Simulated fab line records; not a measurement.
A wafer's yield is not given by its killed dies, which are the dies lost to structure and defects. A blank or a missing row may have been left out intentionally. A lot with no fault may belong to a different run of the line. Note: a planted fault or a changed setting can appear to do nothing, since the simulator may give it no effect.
A single fault, viewed from 2 desks ; flow sky130 ; only its own numbers are on each desk; what lay behind them is given at the end

## METROLOGY DESK
Means of the sampled wafers that have a number, per lot and without regard to the tool the lot ran on: this is what the gauges read. The brackets show how far a lot's mean lies from the usual mean; more than 4 standard deviations puts the lot out of limits, marked OUT.
Columns: A = cd_nm at SKY_METAL1_CD_MEAS_15, usual 140.3 nm; B = VIA1_W_RS at SKY_VIA1_RS_MEAS_22, usual 0.431 ohm/sq; C = VIA1_W_THK at SKY_VIA1_THK_MEAS_23, usual 278 nm
lot;first seen here;A;B;C
L442;day 33 00:07;140.5;0.431;280
L444;day 33 13:40;141.2;0.427;283
L447;day 34 14:29;139.0;0.444;271
L448;day 34 21:01;141.2;0.451 (+4.5) OUT;269
L457;day 37 08:26;140.2;0.434;271
L458;day 37 11:22;139.8;0.427;276
L459;day 37 20:38;142.2;0.428;279
L460;day 38 04:20;141.5;0.435;272
L462;day 39 02:38;140.2;0.432;275
L463;day 39 17:14;139.2;0.433;281
L464;day 39 21:57;140.4;0.428;278
Per this desk, out of limits: L448; the first was L448, day 36 02:10 (VIA1_W_RS at SKY_VIA1_RS_MEAS_22). Within limits: L442, L444, L447, L457, L458, L459, L460, L462, L463, L464.

## FOR THE TOOL OWNER'S DESK: cvd_w-01
The tool's own readings at SKY_VIA1_CVD_21 (deposits W, target thk 270 nm, time 80.902 s): means of the sampled wafers that have a number, for each lot that ran on this tool. The brackets show how far a lot's mean lies from the usual mean; more than 4 standard deviations puts the lot out of limits, marked OUT.
Columns: A = chamber_pressure_Torr at SKY_VIA1_CVD_21, usual 40.00 Torr; B = heater_power_w at SKY_VIA1_CVD_21, usual 805 W
lot;first seen here;A;B
L442;day 34 04:51;40.04;722
L444;day 34 18:31;40.07;721
L447;day 35 18:02;39.92;779
L448;day 36 02:04;40.03;723
L457;day 38 12:27;40.02;715
L458;day 38 14:47;40.05;778
L460;day 39 07:45;39.87;771
L462;day 40 05:08;39.98;753
L464;day 41 00:17;40.10;700
This desk's verdict: no lot among the 9 shows anything out of limits.

## TAKEN TOGETHER
The metrology desk could have raised an alarm at day 36 02:10, on L448.
The tool owner's desk saw nothing out of limits.
The tool owner's desk has L448 on record, within its limits.
All the named lots went through SKY_VIA1_CVD_21 on cvd_w-01.

## WHAT THE SIMULATOR PUT IN
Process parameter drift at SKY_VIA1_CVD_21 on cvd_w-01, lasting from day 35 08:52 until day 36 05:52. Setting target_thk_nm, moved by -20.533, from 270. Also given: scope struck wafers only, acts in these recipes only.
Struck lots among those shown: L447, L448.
Per desk, hours elapsed from the start of the fault to the first reading out of limits: for the metrology desk, 17.
